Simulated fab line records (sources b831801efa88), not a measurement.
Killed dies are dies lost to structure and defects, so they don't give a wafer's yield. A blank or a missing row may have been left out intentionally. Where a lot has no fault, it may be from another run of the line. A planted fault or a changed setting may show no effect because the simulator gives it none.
A struck lot beside a sound one || flow sky130 || 17 out of 708 route steps
Sound: these wafers, L664.2, L664.3, L664.5. Struck: wafers L676.3, L676.5, L676.6. The cause comes at the end.
Order at every step that has rows: each side's tool, ch and its chambers, its first start. Under that, the readings that differ: sound wafers || struck wafers || difference of the means || sigmas: that difference in standard deviations of wafers without a fault.
alike: readings whose means differ by less than 2 such deviations, and words and numbers that are the same on both sides. not compared: withheld readings, readings that some wafer has no value for, bounds like >300 that may hide the same value, and numbers for which the record gives no deviation and whose values overlap.
Wherever a step has rows on one side only, a row that says differs or no value, or a row with sigmas, the two part there. Numbers that don't overlap but have no deviation are shown without sigmas and don't part them. A reading missing from all wafers of one side parts the sides only when that side holds two or more wafers.

SKY_LDD_HVN_OVL_MEAS_07:
  sound on overlay-01 at day 21 03:50; struck on overlay-01 at day 25 23:53
  alike: LDD_HVN_OVL
following that, these wafers have no rows for 1 step: SKY_LDD_HVN_IMPLANT_08.
SKY_LDD_HVN_STRIP_09: strips in O2/N2.
  sound on plasma asher-03 ch 0,1, day 21 04:01; struck on plasma asher-03 ch 0,1, day 26 00:05
  alike: drypump motor current A, oes product au, strip time to endpoint s
  not compared: rf hours counter h
SKY_LDD_HVN_TW_MEAS_10:
  sound on film metro-03 at day 21 04:07; struck on film metro-03 at day 26 00:11
  alike: LDD_HVN_TW
then, 7 steps without rows for these wafers: SKY_LDD_HVP_DEHYDRATE_00 (time 60 s); SKY_LDD_HVP_HMDS_01 (prime time 60 s); SKY_LDD_HVP_COAT_02 (resist thk 300 nm); SKY_LDD_HVP_SOFTBAKE_03 (time 60 s); SKY_LDD_HVP_EXPOSE_04 (exposes mask HVPTM, target cd 700 nm); SKY_LDD_HVP_PEB_05; SKY_LDD_HVP_DEVELOP_06 (develop time 60 s).
SKY_LDD_HVP_OVL_MEAS_07:
  sound on overlay-02 at day 22 11:01; struck on overlay-02 at day 27 03:23
  alike: LDD_HVP_OVL
SKY_LDD_HVP_IMPLANT_08:
  sound on implanter-04 ch 0, day 22 11:05; struck on implanter-03 ch 0, day 27 03:27
{"reading": "implant ion amu", "sound": "11 11 11", "struck": "49 49 49", "difference": "+38", "sigmas": ""}
{"reading": "model.implant.rp nm (nm)", "sound": "62.34 62.34 62.34", "struck": "16.36 16.36 16.36", "difference": -45.98, "sigmas": ""}
{"reading": "model.implant.drp nm (nm)", "sound": "28.53 28.53 28.53", "struck": "9.782 9.782 9.782", "difference": -18.748, "sigmas": ""}
  alike: dose ions cm2
SKY_LDD_HVP_STRIP_09: strips in O2/N2.
  sound on plasma asher-04 ch 0,1, day 22 11:12; struck on plasma asher-02 ch 0,1, day 27 03:35
  alike: drypump motor current A, oes product au, strip time to endpoint s
  not compared: rf hours counter h
SKY_LDD_HVP_TW_MEAS_10:
  sound on film metro-03 at day 22 11:19; struck on film metro-03 at day 27 03:40
{"reading": "LDD_HVP_TW", "sound": "457 457 459", "struck": "706 710 707", "difference": "+250", "sigmas": "+60"}
then, 1 step without rows for these wafers: SKY_LDD_LDN_DEHYDRATE_00 (time 60 s).
-- record jumps: 22 days separate the struck wafers' starts on either side; left off in module LDD_LDN, taken up again in module PAD_OPEN, whose first shown step is the route's number 708 --
SKY_PAD_OPEN_PROBE_99:
  sound on prober-01 at day 46 07:48; struck on prober-02 at day 49 13:45
{"reading": "model.etest.tip_p_5v.rs ohm sq", "sound": "2885 2875 2894", "struck": "4610 4622 4631", "difference": "+1736", "sigmas": ""}
{"reading": "model.etest.pfet g5v0d10v5.r on ohm um", "sound": "4771 4728 4701", "struck": "5268 5226 5283", "difference": "+526", "sigmas": ""}
{"reading": "model.etest.tip_p_5v.rs ohm sq range", "sound": "54.15 83.3 64.29", "struck": "149.3 121.6 132.1", "difference": "+67.1", "sigmas": ""}
{"reading": "model.etest.pfet g5v0d10v5.drive ua um", "sound": "340.4 341.8 347.5", "struck": "305.3 304.6 303.6", "difference": -38.7, "sigmas": ""}
{"reading": "model.etest.res pdiff hv.rs ohm sq", "sound": "194.6 194.2 192.1", "struck": "197 194.7 196.6", "difference": "+2", "sigmas": ""}
{"reading": "model.etest.ring_5v.delay ps", "sound": "44.95 44.73 44.34", "struck": "46.23 47.02 46.61", "difference": "+1.95", "sigmas": ""}
{"reading": "model.etest.pfet g5v0d10v5.off log10 a um", "sound": "-12.93 -12.78 -12.84", "struck": "-13.4 -13.4 -13.45", "difference": -0.6, "sigmas": ""}
{"reading": "model.etest.pfet g5v0d10v5.vt sat v (V)", "sound": "-0.6804 -0.655 -0.6652", "struck": "-0.7712 -0.7952 -0.7764", "difference": -0.1141, "sigmas": ""}
  alike: killed_at_M0_to_M3, killed_at_M4_up, killed at contacts, killed at front end, killed at other, killed dies, killed open, killed short

== WHERE THEY PART ==
Only at SKY_LDD_HVP_TW_MEAS_10, as far as this record shows. Later steps at which nothing parts them and some readings are alike: SKY_PAD_OPEN_PROBE_99.

WHY: what had been put in by the simulator
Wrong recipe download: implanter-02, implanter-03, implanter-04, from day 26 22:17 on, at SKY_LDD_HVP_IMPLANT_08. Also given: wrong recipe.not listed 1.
